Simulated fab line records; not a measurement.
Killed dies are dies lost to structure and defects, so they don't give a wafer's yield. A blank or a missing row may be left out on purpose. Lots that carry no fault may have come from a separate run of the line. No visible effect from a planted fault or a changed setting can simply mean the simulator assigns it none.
Which tool was responsible?	flow sky130	9 lots, 27 wafers sampled, at 1 step of a route of 708

## WHAT THE GAUGES SHOWED, per wafer
SKY_METAL2_CD_MEAS_15 targets a cd of 140 nm.
lot	measured	on	cd nm (nm)
L760	day 35 07:12	cd sem-01	139.0 141.8 141.1
L761	day 35 10:43	cd sem-02	139.8 140.4 139.9
L765	day 36 08:16	cd sem-01	139.0 139.8 142.3
L767	day 37 11:44	cd sem-02	143.0 143.2 142.8
L768	day 37 13:05	cd sem-02	137.0 136.3 137.1
L769	day 37 16:21	cd sem-02	143.7 142.3 143.7
L777	day 40 09:57	cd sem-01	139.9 140.6 140.0
L778	day 40 10:19	cd sem-02	137.6 136.7 136.1
L779	day 40 18:14	cd sem-02	137.9 137.6 137.3

## EACH LOT AND THE TOOL THAT RAN IT (in order: tool; ch and the chambers of the sampled wafers; start)
Record: no process step prior to these readings.

## AS READ BY THE TOOLS THEMSELVES (means over the sampled wafers that have a number; for cases with no such wafer, the mark the record gives instead)
The record holds no such reading with a usual standard deviation.

## THE ANSWER, worked out from the rows above alone
Rule: the lots themselves supply what counts as usual. Put in order of their means at a reading, lots are off if they are a third of the lots or fewer, leave a main group of 4 or more, and stand apart from it by a gap of 3 or more times the standard deviation of the main group's means; of several such gaps the widest counts. A main group is skipped when, at the precision printed for the reading in the tables above, its means are all equal. Also off: a lot with no number at a reading for which 4 or more lots have one. Where the step has rows for the other lots, those lots are counted as sound. After the gauges, taken in route order, come the tools' own readings; for these a lot's mean is taken, as printed above. At the first step where some lot is off, the reading lying furthest off is the one used; lots without a number count as furthest.
No lot is off on any of the readings shown, so nothing can be concluded from this.

## WHAT THE SIMULATOR HAD PUT IN
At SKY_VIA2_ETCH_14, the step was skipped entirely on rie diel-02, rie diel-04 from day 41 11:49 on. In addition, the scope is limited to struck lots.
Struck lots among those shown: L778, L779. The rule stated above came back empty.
